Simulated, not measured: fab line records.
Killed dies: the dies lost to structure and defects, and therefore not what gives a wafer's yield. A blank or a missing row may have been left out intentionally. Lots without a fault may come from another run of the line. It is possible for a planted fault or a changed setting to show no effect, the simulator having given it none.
fab line records ; flow sky130 ; part 1 of 2: steps 1 to 35 of 47
[record] lots = 5; wafers = 15; last-day = 50
route steps=708 shown NWELL@79 PWDE@84 VT_ADJUST_HVTP@85 VT_ADJUST_LVTN@97 VT_ADJUST_NCORE@119
lots that met no fault: from a run of the same line without faults
start-h: start of the lot's first displayed wafer, in hours after the record's first day ; wait-h: time in hours since the lot's previous step ; " identical to the entry in the row above ; L1.1+2: several wafers, shown together as one row ; - value missing, or start not given ; * or withheld: withheld ; < > ~ a bound
route shown NAME@n: a module of which the file shows steps, and the number in the route of the first ; usual: the fault-free wafers' mean and standard deviation ; same: alike in all rows ; chamber/n: place in a boat ; sites: each site's reading ; _std_site: their standard deviation ; _edge_site: inner sites' mean taken away from outer sites' mean ; radius-mm: how far each site lies from the wafer's centre ; mask NAME#n: copy n ; behind: the tool/chamber that last shaped the wafer ; hold: what put the lot on hold/how long, in hours/how the hold closed ; device: the n, p or np transistor that did not switch ; end of line: tests run on the same wafers once the route is complete ; step lacking rows: just its recipe ; killed: dies lost to structure and defects at the first sort, not the wafer's yield ; map: per-die view of a wafer (x killed, . not killed, _ where there is no die)
set.NAME: setting as actually run; set.NAME@STEP: the setting as run at that earlier step ; model.NAME: the simulator's own value behind a step, which no gauge read
certain route steps with their lots: each step a table, each wafer a row
services: from which hour (start-h, from the record's first day; less than 0 if before it) a tool's chamber was out of use, for how many hours, and why
[[steps]]
[step SKY_NWELL_TW_MEAS_26]
[usual] NWELL_2_TW = 493/3.3
lot.wafer;tool;chamber;start-h;wait-h;NWELL_2_TW
L077.2;film-metro-02;-;123.49;0.1;497
L077.3;film-metro-02;-;123.49;0.1;493
L077.6;film-metro-02;-;123.49;0.1;494
L078.2;film-metro-04;-;127.99;0.1;501
L078.4;film-metro-04;-;127.99;0.1;501
L078.5;film-metro-04;-;127.99;0.1;501
L079.1;film-metro-02;-;133.73;0.1;492
L079.2;film-metro-02;-;133.73;0.1;492
L079.6;film-metro-02;-;133.73;0.1;492
L092.1;film-metro-04;-;216.22;0.1;495
L092.3;film-metro-04;-;216.22;0.1;497
L092.5;film-metro-04;-;216.22;0.1;496
L096.1;film-metro-02;-;239.62;0.1;493
L096.2;film-metro-02;-;239.62;0.1;492
L096.4;film-metro-02;-;239.62;0.1;494
[step SKY_NWELL_CLEAN_27]
[recipe] chemistry = SC1/SC2; mix = 1:4:20; temp-c = 70; time-s = 150; dry = n2-spin
lot.wafer;tool;chamber;start-h;wait-h
L077.2+3+6;wet-bench-01;0;123.54;0.0
L078.2+4+5;wet-bench-03;2;128.04;0.0
L079.1+2+6;wet-bench-04;0;133.79;0.1
L092.1+3+5;wet-bench-04;2;216.28;0.1
L096.1+2+4;wet-bench-01;0;239.68;0.1
[step SKY_NWELL_RTA_28]
[recipe] temp-c = 1050; time-s = 30; idle-temp-c = 650; ramp-up-c-per-s = 150; ramp-down-c-per-s = 90; ambient = N2
[usual] anneal-temp-c-max = 1055.2/1.3; lamp-power-pct = 25.31/0.055; wafer_temp_C_max = 1054.7/0.88
lot.wafer;tool;chamber;start-h;wait-h;anneal-temp-c-max;lamp-power-pct;wafer_temp_C_max
L077.2;rtp-anneal-02;0;123.61;0.0;1055.2;25.26;1054.7
L077.3;rtp-anneal-02;0;123.61;0.0;1055.9;25.40;1053.8
L077.6;rtp-anneal-02;0;123.61;0.0;1056.7;25.32;1055.2
L078.2;rtp-anneal-02;0;128.10;0.0;1054.2;25.36;1054.3
L078.4;rtp-anneal-02;0;128.10;0.0;1054.5;25.34;1054.4
L078.5;rtp-anneal-02;0;128.10;0.0;1055.7;25.26;1054.3
L079.1;rtp-anneal-01;0;133.85;0.0;1054.7;25.30;1053.3
L079.2;rtp-anneal-01;0;133.85;0.0;1053.8;25.28;1055.7
L079.6;rtp-anneal-01;0;133.85;0.0;1054.1;25.27;1054.6
L092.1;rtp-anneal-02;0;216.34;0.0;1058.2;25.41;1057.2
L092.3;rtp-anneal-02;0;216.34;0.0;1054.2;25.28;1053.9
L092.5;rtp-anneal-02;0;216.34;0.0;1055.6;25.37;1053.8
L096.1;rtp-anneal-01;0;239.73;0.0;1054.1;25.25;1054.3
L096.2;rtp-anneal-01;0;239.73;0.0;1053.9;25.22;1054.3
L096.4;rtp-anneal-01;0;239.73;0.0;1054.1;25.39;1054.1
[step SKY_NWELL_RS_MEAS_29]
[recipe] thk-meas-gauge = four-point-probe
[usual] NWELL_RS = 624.7/2.3
lot.wafer;tool;chamber;start-h;wait-h;NWELL_RS[ohm/sq]
L077.2;film-metro-02;-;123.71;0.1;624.2
L077.3;film-metro-02;-;123.71;0.1;622.6
L077.6;film-metro-02;-;123.71;0.1;621.0
L078.2;film-metro-01;-;128.21;0.1;625.3
L078.4;film-metro-01;-;128.21;0.1;623.7
L078.5;film-metro-01;-;128.21;0.1;624.7
L079.1;film-metro-04;-;133.95;0.1;619.9
L079.2;film-metro-04;-;133.95;0.1;619.7
L079.6;film-metro-04;-;133.95;0.1;620.3
L092.1;film-metro-01;-;216.44;0.1;623.1
L092.3;film-metro-01;-;216.44;0.1;624.5
L092.5;film-metro-01;-;216.44;0.1;624.4
L096.1;film-metro-02;-;239.83;0.1;624.6
L096.2;film-metro-02;-;239.83;0.1;627.3
L096.4;film-metro-02;-;239.83;0.1;624.3
[step SKY_NWELL_RS_MEAS_31]
[recipe] thk-meas-gauge = four-point-probe
[usual] PWDE_RS = 5276/21
lot.wafer;tool;chamber;start-h;wait-h;PWDE_RS[ohm/sq]
L077.2;film-metro-02;-;123.95;0.1;5249
L077.3;film-metro-02;-;123.95;0.1;5268
L077.6;film-metro-02;-;123.95;0.1;5271
L078.2;film-metro-01;-;128.45;0.1;5295
L078.4;film-metro-01;-;128.45;0.1;5297
L078.5;film-metro-01;-;128.45;0.1;5314
L079.1;film-metro-04;-;134.19;0.1;5220
L079.2;film-metro-04;-;134.19;0.1;5239
L079.6;film-metro-04;-;134.19;0.1;5254
L092.1;film-metro-01;-;216.68;0.1;5281
L092.3;film-metro-01;-;216.68;0.1;5289
L092.5;film-metro-01;-;216.68;0.1;5288
L096.1;film-metro-02;-;240.07;0.1;5255
L096.2;film-metro-02;-;240.07;0.1;5273
L096.4;film-metro-02;-;240.07;0.1;5247
[step SKY_VT_ADJUST_HVTP_DEHYDRATE_00]
[recipe] temp-c = 200; time-s = 60
lot.wafer;tool;chamber;start-h;wait-h
L077.2+3+6;litho-track-02;0;132.17;8.2
L078.2+4+5;litho-track-04;0;136.91;8.4
L079.1+2+6;litho-track-04;0;143.59;9.4
L092.1+3+5;litho-track-01;0;227.17;10.5
L096.1+2+4;litho-track-01;0;251.87;11.8
[step SKY_VT_ADJUST_HVTP_HMDS_01]
[recipe] prime-time-s = 60; prime-temp-c = 120
lot.wafer;tool;chamber;start-h;wait-h
L077.2+3+6;litho-track-02;0;132.32;0.1
L078.2+4+5;litho-track-04;0;137.06;0.1
L079.1+2+6;litho-track-04;0;143.74;0.1
L092.1+3+5;litho-track-01;0;227.32;0.1
L096.1+2+4;litho-track-01;0;252.02;0.1
[step SKY_VT_ADJUST_HVTP_COAT_02]
[recipe] resist = NOVOLAK; spin-rpm = 3000; resist-thk-nm = 1140
lot.wafer;tool;chamber;start-h;wait-h
L077.2+3+6;litho-track-02;0;132.47;0.1
L078.2+4+5;litho-track-04;0;137.21;0.1
L079.1+2+6;litho-track-04;0;143.89;0.1
L092.1+3+5;litho-track-01;0;227.47;0.1
L096.1+2+4;litho-track-01;0;252.17;0.1
[step SKY_VT_ADJUST_HVTP_SOFTBAKE_03]
[recipe] temp-c = 90; time-s = 60; resist = NOVOLAK
lot.wafer;tool;chamber;start-h;wait-h
L077.2+3+6;litho-track-02;0;132.62;0.1
L078.2+4+5;litho-track-04;0;137.36;0.1
L079.1+2+6;litho-track-04;0;144.04;0.1
L092.1+3+5;litho-track-01;0;227.62;0.1
L096.1+2+4;litho-track-01;0;252.32;0.1
[step SKY_VT_ADJUST_HVTP_EXPOSE_04]
[recipe] mask-id = HVTPM; na = 0.6; source-shape = conventional; sigma-outer = 0.6; polarization = unpolarized; target-cd-nm = 380; dose-mj = 140
lot.wafer;tool;chamber;start-h;wait-h;mask
L077.2+3+6;iline-stepper-02;0;-;-;HVTPM#0
L078.2+4+5;iline-stepper-01;0;-;-;HVTPM#0
L079.1+2+6;iline-stepper-02;0;-;-;HVTPM#0
L092.1+3+5;iline-stepper-01;0;-;-;HVTPM#0
L096.1+2+4;iline-stepper-02;0;-;-;HVTPM#0
[step SKY_VT_ADJUST_HVTP_PEB_05]
[recipe] temp-c = withheld; time-s = *; resist = NOVOLAK
lot.wafer;tool;chamber;start-h;wait-h
L077.2+3+6;litho-track-01;0;-;-
L078.2+4+5;litho-track-04;0;-;-
L079.1+2+6;litho-track-04;0;-;-
L092.1+3+5;litho-track-02;0;-;-
L096.1+2+4;litho-track-02;0;-;-
[step SKY_VT_ADJUST_HVTP_DEVELOP_06]
[recipe] resist = NOVOLAK; developer = TMAH; develop-time-s = 60; dev-temp-c = 23
lot.wafer;tool;chamber;start-h;wait-h
L077.2+3+6;litho-track-01;0;142.40;0.1
L078.2+4+5;litho-track-04;0;147.76;0.1
L079.1+2+6;litho-track-04;0;153.99;0.1
L092.1+3+5;litho-track-02;0;238.25;0.1
L096.1+2+4;litho-track-02;0;264.10;0.1
[step SKY_VT_ADJUST_HVTP_CD_MEAS_07]
[recipe] target-cd-nm = 380
[usual] cd-nm = 380.7/2.1
lot.wafer;tool;chamber;start-h;wait-h;cd-nm
L077.2;cd-sem-01;-;142.54;0.1;382.6
L077.3;cd-sem-01;-;142.54;0.1;376.4
L077.6;cd-sem-01;-;142.54;0.1;381.8
L078.2;cd-sem-02;-;147.91;0.1;378.6
L078.4;cd-sem-02;-;147.91;0.1;376.9
L078.5;cd-sem-02;-;147.91;0.1;377.2
L079.1;cd-sem-02;-;154.14;0.1;379.9
L079.2;cd-sem-02;-;154.14;0.1;382.7
L079.6;cd-sem-02;-;154.14;0.1;382.2
L092.1;cd-sem-02;-;238.40;0.1;379.9
L092.3;cd-sem-02;-;238.40;0.1;381.0
L092.5;cd-sem-02;-;238.40;0.1;379.7
L096.1;cd-sem-01;-;264.25;0.1;382.5
L096.2;cd-sem-01;-;264.25;0.1;380.5
L096.4;cd-sem-01;-;264.25;0.1;381.3
[step SKY_VT_ADJUST_HVTP_OVL_MEAS_08]
[usual] VT_ADJUST_HVTP_OVL = -0.5/1.6
lot.wafer;tool;chamber;start-h;wait-h;VT_ADJUST_HVTP_OVL[nm]
L077.2;overlay-02;-;142.65;0.1;1.9
L077.3;overlay-02;-;142.65;0.1;0.2
L077.6;overlay-02;-;142.65;0.1;0.0
L078.2;overlay-01;-;148.02;0.1;-0.7
L078.4;overlay-01;-;148.02;0.1;-0.2
L078.5;overlay-01;-;148.02;0.1;0.0
L079.1;overlay-02;-;154.26;0.1;-1.5
L079.2;overlay-02;-;154.26;0.1;-0.6
L079.6;overlay-02;-;154.26;0.1;-1.7
L092.1;overlay-01;-;238.52;0.1;-0.3
L092.3;overlay-01;-;238.52;0.1;-0.7
L092.5;overlay-01;-;238.52;0.1;-3.2
L096.1;overlay-02;-;264.37;0.1;-0.4
L096.2;overlay-02;-;264.37;0.1;-2.7
L096.4;overlay-02;-;264.37;0.1;-1.8
[step SKY_VT_ADJUST_HVTP_IMPLANT_09]
[recipe] species = As; energy-kev = 151.7; dose-cm2 = 4.3e+12; tilt-deg = withheld
[usual] beam-on-s = 9.98/0.2
lot.wafer;tool;chamber;start-h;wait-h;beam-on-s
L077.2;implanter-02;0;142.70;0.0;9.86
L077.3;implanter-02;0;142.70;0.0;10.14
L077.6;implanter-02;0;142.70;0.0;10.00
L078.2;implanter-03;0;148.07;0.0;10.20
L078.4;implanter-03;0;148.07;0.0;9.95
L078.5;implanter-03;0;148.07;0.0;10.17
L079.1;implanter-02;0;154.37;0.1;9.90
L079.2;implanter-02;0;154.37;0.1;10.15
L079.6;implanter-02;0;154.37;0.1;10.14
L092.1;implanter-02;0;238.55;0.0;9.97
L092.3;implanter-02;0;238.55;0.0;9.80
L092.5;implanter-02;0;238.55;0.0;9.76
L096.1;implanter-01;0;264.40;0.0;10.17
L096.2;implanter-01;0;264.40;0.0;9.96
L096.4;implanter-01;0;264.40;0.0;10.20
[step SKY_VT_ADJUST_HVTP_STRIP_10]
[recipe] chemistry = O2/N2; power-w = 1400; pressure-mtorr = 1500; platen-temp-c = withheld; o2-flow-sccm = 3000; n2-flow-sccm = 300; overash-fraction = 0.5
[usual] drypump-motor-current-A = 5.9/0.44; oes-product-au = 0.716/0.0048; strip-time-to-endpoint-s = 14.18/0.03
lot.wafer;tool;chamber;start-h;wait-h;drypump-motor-current-A;oes-product-au;rf-hours-counter-h;strip-time-to-endpoint-s
L077.2;plasma-asher-04;1;142.83;0.1;6.0;0.719;45;14.16
L077.3;plasma-asher-04;1;142.83;0.1;6.1;0.725;-;14.17
L077.6;plasma-asher-04;1;142.83;0.1;6.0;0.713;-;14.19
L078.2;plasma-asher-04;1;148.20;0.1;6.0;0.710;46;14.24
L078.4;plasma-asher-04;0;148.20;0.1;6.0;0.712;-;14.20
L078.5;plasma-asher-04;0;148.20;0.1;6.0;0.709;-;14.16
L079.1;plasma-asher-03;1;154.52;0.1;5.9;0.715;3;14.23
L079.2;plasma-asher-03;0;154.52;0.1;6.5;0.722;3;14.22
L079.6;plasma-asher-03;1;154.52;0.1;5.9;0.719;-;14.21
L092.1;plasma-asher-04;1;238.70;0.1;6.0;0.715;55;14.17
L092.3;plasma-asher-04;0;238.70;0.1;6.0;0.708;-;14.21
L092.5;plasma-asher-04;1;238.70;0.1;6.0;0.718;-;14.16
L096.1;plasma-asher-03;0;264.55;0.1;6.5;0.714;12;14.12
L096.2;plasma-asher-03;1;264.55;0.1;5.9;0.713;12;14.21
L096.4;plasma-asher-03;0;264.55;0.1;6.5;0.724;-;14.22
[step SKY_VT_ADJUST_HVTP_TW_MEAS_11]
[usual] VT_ADJUST_HVTP_TW = 1356/7.5
lot.wafer;tool;chamber;start-h;wait-h;VT_ADJUST_HVTP_TW
L077.2;film-metro-03;-;142.94;0.1;1361
L077.3;film-metro-03;-;142.94;0.1;1355
L077.6;film-metro-03;-;142.94;0.1;1363
L078.2;film-metro-04;-;148.30;0.1;1363
L078.4;film-metro-04;-;148.30;0.1;1349
L078.5;film-metro-04;-;148.30;0.1;1359
L079.1;film-metro-02;-;154.62;0.1;1360
L079.2;film-metro-02;-;154.62;0.1;1357
L079.6;film-metro-02;-;154.62;0.1;1355
L092.1;film-metro-04;-;238.80;0.1;1357
L092.3;film-metro-04;-;238.80;0.1;1361
L092.5;film-metro-04;-;238.80;0.1;1361
L096.1;film-metro-02;-;264.65;0.1;1348
L096.2;film-metro-02;-;264.65;0.1;1348
L096.4;film-metro-02;-;264.65;0.1;1350
[step SKY_VT_ADJUST_LVTN_DEHYDRATE_00]
[recipe] temp-c = 200; time-s = 60
lot.wafer;tool;chamber;start-h;wait-h
L077.2+3+6;litho-track-01;0;152.15;9.2
L078.2+4+5;litho-track-01;0;157.50;9.2
L079.1+2+6;litho-track-01;0;164.37;9.7
L092.1+3+5;litho-track-01;0;249.92;11.1
L096.1+2+4;litho-track-01;0;276.22;11.6
[step SKY_VT_ADJUST_LVTN_HMDS_01]
[recipe] prime-time-s = 60; prime-temp-c = 120
lot.wafer;tool;chamber;start-h;wait-h
L077.2+3+6;litho-track-01;0;152.30;0.1
L078.2+4+5;litho-track-01;0;157.65;0.1
L079.1+2+6;litho-track-01;0;164.52;0.1
L092.1+3+5;litho-track-01;0;250.07;0.1
L096.1+2+4;litho-track-01;0;276.37;0.1
[step SKY_VT_ADJUST_LVTN_COAT_02]
[recipe] spin-rpm = 2000; resist-thk-nm = 3000
lot.wafer;tool;chamber;start-h;wait-h
L077.2+3+6;litho-track-01;0;152.45;0.1
L078.2+4+5;litho-track-01;0;157.80;0.1
L079.1+2+6;litho-track-01;0;164.67;0.1
L092.1+3+5;litho-track-01;0;250.22;0.1
L096.1+2+4;litho-track-01;0;276.52;0.1
[step SKY_VT_ADJUST_LVTN_SOFTBAKE_03]
[recipe] temp-c = 110; time-s = withheld
lot.wafer;tool;chamber;start-h;wait-h
L077.2+3+6;litho-track-01;0;152.60;0.1
L078.2+4+5;litho-track-01;0;157.95;0.1
L079.1+2+6;litho-track-01;0;164.82;0.1
L092.1+3+5;litho-track-01;0;250.37;0.1
L096.1+2+4;litho-track-01;0;276.67;0.1
[step SKY_VT_ADJUST_LVTN_EXPOSE_04]
[recipe] mask-id = NWM_COMPLEMENT_LESS_NATIVE; na = 0.6; source-shape = conventional; sigma-outer = 0.6; polarization = unpolarized; target-cd-nm = 840; dose-mj = 194
lot.wafer;tool;chamber;start-h;wait-h;mask
L077.2+3+6;iline-stepper-01;0;-;-;NWM_COMPLEMENT_LESS_NATIVE#0
L078.2+4+5;iline-stepper-01;0;-;-;NWM_COMPLEMENT_LESS_NATIVE#0
L079.1+2+6;iline-stepper-01;0;-;-;NWM_COMPLEMENT_LESS_NATIVE#0
L092.1+3+5;iline-stepper-01;0;-;-;NWM_COMPLEMENT_LESS_NATIVE#0
L096.1+2+4;iline-stepper-01;0;-;-;NWM_COMPLEMENT_LESS_NATIVE#0
[step SKY_VT_ADJUST_LVTN_PEB_05]
[recipe] temp-c = 115; time-s = withheld
lot.wafer;tool;chamber;start-h;wait-h
L077.2+3+6;litho-track-01;0;-;-
L078.2+4+5;litho-track-01;0;-;-
L079.1+2+6;litho-track-03;0;-;-
L092.1+3+5;litho-track-02;0;-;-
L096.1+2+4;litho-track-02;0;-;-
[step SKY_VT_ADJUST_LVTN_DEVELOP_06]
[recipe] wall-angle-deg = 90; developer = TMAH; develop-time-s = 60; dev-temp-c = 23
lot.wafer;tool;chamber;start-h;wait-h
L077.2+3+6;litho-track-01;0;-;-
L078.2+4+5;litho-track-01;0;-;-
L079.1+2+6;litho-track-03;0;-;-
L092.1+3+5;litho-track-02;0;-;-
L096.1+2+4;litho-track-02;0;-;-
[step SKY_VT_ADJUST_LVTN_OVL_MEAS_07]
[usual] VT_ADJUST_LVTN_OVL = 0.5/0.95
lot.wafer;tool;chamber;start-h;wait-h;VT_ADJUST_LVTN_OVL[nm]
L077.2;overlay-02;-;162.18;-;1.0
L077.3;overlay-02;-;162.18;-;1.0
L077.6;overlay-02;-;162.18;-;1.5
L078.2;overlay-01;-;168.63;-;0.4
L078.4;overlay-01;-;168.63;-;0.3
L078.5;overlay-01;-;168.63;-;1.1
L079.1;overlay-01;-;175.10;-;0.4
L079.2;overlay-01;-;175.10;-;0.5
L079.6;overlay-01;-;175.10;-;-0.6
L092.1;overlay-01;-;262.55;-;-1.9
L092.3;overlay-01;-;262.55;-;-0.7
L092.5;overlay-01;-;262.55;-;-1.4
L096.1;overlay-01;-;288.60;-;0.5
L096.2;overlay-01;-;288.60;-;-0.1
L096.4;overlay-01;-;288.60;-;0.4
[step SKY_VT_ADJUST_LVTN_IMPLANT_08]
[recipe] species = B; energy-kev = 30; dose-cm2 = 1.57e+12; tilt-deg = withheld
[usual] beam-on-s = 10.00/0.22
lot.wafer;tool;chamber;start-h;wait-h;beam-on-s
L077.2;implanter-04;0;162.23;0.0;9.87
L077.3;implanter-04;0;162.23;0.0;9.49
L077.6;implanter-04;0;162.23;0.0;9.80
L078.2;implanter-04;0;168.68;0.0;9.70
L078.4;implanter-04;0;168.68;0.0;9.91
L078.5;implanter-04;0;168.68;0.0;10.00
L079.1;implanter-02;0;175.13;0.0;10.33
L079.2;implanter-02;0;175.13;0.0;10.01
L079.6;implanter-02;0;175.13;0.0;10.06
L092.1;implanter-01;0;262.58;0.0;10.25
L092.3;implanter-01;0;262.58;0.0;10.43
L092.5;implanter-01;0;262.58;0.0;9.78
L096.1;implanter-02;0;288.63;0.0;9.68
L096.2;implanter-02;0;288.63;0.0;9.70
L096.4;implanter-02;0;288.63;0.0;10.02
[step SKY_VT_ADJUST_LVTN_STRIP_09]
[recipe] chemistry = O2/N2; power-w = 1400; pressure-mtorr = 1500; platen-temp-c = withheld; o2-flow-sccm = 3000; n2-flow-sccm = 300; overash-fraction = 0.5
[usual] drypump-motor-current-A = 5.7/0.38; oes-product-au = 0.722/0.0045; strip-time-to-endpoint-s = 36.90/0.1
lot.wafer;tool;chamber;start-h;wait-h;drypump-motor-current-A;oes-product-au;rf-hours-counter-h;strip-time-to-endpoint-s
L077.2;plasma-asher-04;1;162.36;0.1;6.0;0.717;47;36.77
L077.3;plasma-asher-04;0;162.36;0.1;6.0;0.716;-;36.79
L077.6;plasma-asher-04;1;162.36;0.1;6.0;0.724;-;36.84
L078.2;plasma-asher-01;1;168.81;0.1;5.2;0.718;36;37.02
L078.4;plasma-asher-01;1;168.81;0.1;5.2;0.720;-;37.01
L078.5;plasma-asher-01;1;168.81;0.1;5.2;0.721;-;37.06
L079.1;plasma-asher-04;1;175.28;0.1;6.0;0.724;48;36.79
L079.2;plasma-asher-04;0;175.28;0.1;6.0;0.728;48;36.78
L079.6;plasma-asher-04;0;175.28;0.1;5.9;0.722;-;36.78
L092.1;plasma-asher-02;1;262.73;0.1;5.1;0.728;57;36.88
L092.3;plasma-asher-02;0;262.73;0.1;5.2;0.723;-;36.76
L092.5;plasma-asher-02;1;262.73;0.1;5.2;0.723;-;36.88
L096.1;plasma-asher-02;1;288.78;0.1;5.2;0.730;58;36.89
L096.2;plasma-asher-02;0;288.78;0.1;5.2;0.720;58;36.84
L096.4;plasma-asher-02;0;288.78;0.1;5.2;0.723;-;37.01
[step SKY_VT_ADJUST_LVTN_TW_MEAS_10]
[usual] VT_ADJUST_LVTN_TW = 238.9/1.6
lot.wafer;tool;chamber;start-h;wait-h;VT_ADJUST_LVTN_TW
L077.2;film-metro-01;-;162.47;0.1;235.8
L077.3;film-metro-01;-;162.47;0.1;235.8
L077.6;film-metro-01;-;162.47;0.1;236.9
L078.2;film-metro-01;-;168.92;0.1;237.3
L078.4;film-metro-01;-;168.92;0.1;236.8
L078.5;film-metro-01;-;168.92;0.1;237.4
L079.1;film-metro-02;-;175.38;0.1;239.5
L079.2;film-metro-02;-;175.38;0.1;238.4
L079.6;film-metro-02;-;175.38;0.1;237.8
L092.1;film-metro-03;-;262.83;0.1;240.8
L092.3;film-metro-03;-;262.83;0.1;241.1
L092.5;film-metro-03;-;262.83;0.1;240.9
L096.1;film-metro-03;-;288.88;0.1;242.9
L096.2;film-metro-03;-;288.88;0.1;243.2
L096.4;film-metro-03;-;288.88;0.1;243.8
[step SKY_VT_ADJUST_LVTN_DEHYDRATE_11]
[recipe] temp-c = 200; time-s = 60
lot.wafer;tool;chamber;start-h;wait-h
L077.2+3+6;litho-track-02;0;172.52;10.0
L078.2+4+5;litho-track-01;0;178.75;9.8
L079.1+2+6;litho-track-03;0;184.90;9.5
L092.1+3+5;litho-track-02;0;273.95;11.1
L096.1+2+4;litho-track-01;0;299.37;10.5
[step SKY_VT_ADJUST_LVTN_HMDS_12]
[recipe] prime-time-s = 60; prime-temp-c = 120
lot.wafer;tool;chamber;start-h;wait-h
L077.2+3+6;litho-track-02;0;172.67;0.1
L078.2+4+5;litho-track-01;0;178.90;0.1
L079.1+2+6;litho-track-03;0;185.05;0.1
L092.1+3+5;litho-track-02;0;274.10;0.1
L096.1+2+4;litho-track-01;0;299.52;0.1
[step SKY_VT_ADJUST_LVTN_COAT_13]
[recipe] resist = NOVOLAK; spin-rpm = 3000; resist-thk-nm = 1140
lot.wafer;tool;chamber;start-h;wait-h
L077.2+3+6;litho-track-02;0;172.82;0.1
L078.2+4+5;litho-track-01;0;179.05;0.1
L079.1+2+6;litho-track-03;0;185.20;0.1
L092.1+3+5;litho-track-02;0;274.25;0.1
L096.1+2+4;litho-track-01;0;299.67;0.1
[step SKY_VT_ADJUST_LVTN_SOFTBAKE_14]
[recipe] temp-c = 90; time-s = 60; resist = NOVOLAK
lot.wafer;tool;chamber;start-h;wait-h
L077.2+3+6;litho-track-02;0;172.97;0.1
L078.2+4+5;litho-track-01;0;179.20;0.1
L079.1+2+6;litho-track-03;0;185.35;0.1
L092.1+3+5;litho-track-02;0;274.40;0.1
L096.1+2+4;litho-track-01;0;299.82;0.1
[step SKY_VT_ADJUST_LVTN_EXPOSE_15]
[recipe] mask-id = HVN_STD_DERIVED; na = 0.6; source-shape = conventional; sigma-outer = 0.6; polarization = unpolarized; target-cd-nm = 600; dose-mj = 163
lot.wafer;tool;chamber;start-h;wait-h;mask
L077.2+3+6;iline-stepper-02;0;-;-;HVN_STD_DERIVED#0
L078.2+4+5;iline-stepper-02;0;-;-;HVN_STD_DERIVED#0
L079.1+2+6;iline-stepper-01;0;-;-;HVN_STD_DERIVED#0
L092.1+3+5;iline-stepper-02;0;-;-;HVN_STD_DERIVED#0
L096.1+2+4;iline-stepper-01;0;-;-;HVN_STD_DERIVED#0
[step SKY_VT_ADJUST_LVTN_PEB_16]
[recipe] temp-c = withheld; time-s = *; resist = NOVOLAK
lot.wafer;tool;chamber;start-h;wait-h
L077.2+3+6;litho-track-02;0;-;-
L078.2+4+5;litho-track-03;0;-;-
L079.1+2+6;litho-track-03;0;-;-
L092.1+3+5;litho-track-03;0;-;-
L096.1+2+4;litho-track-03;0;-;-
[step SKY_VT_ADJUST_LVTN_DEVELOP_17]
[recipe] resist = NOVOLAK; developer = TMAH; develop-time-s = 60; dev-temp-c = 23
lot.wafer;tool;chamber;start-h;wait-h
L077.2+3+6;litho-track-02;0;182.57;0.1
L078.2+4+5;litho-track-03;0;189.72;0.1
L079.1+2+6;litho-track-03;0;195.90;0.1
L092.1+3+5;litho-track-03;0;286.00;0.1
L096.1+2+4;litho-track-03;0;310.70;0.1
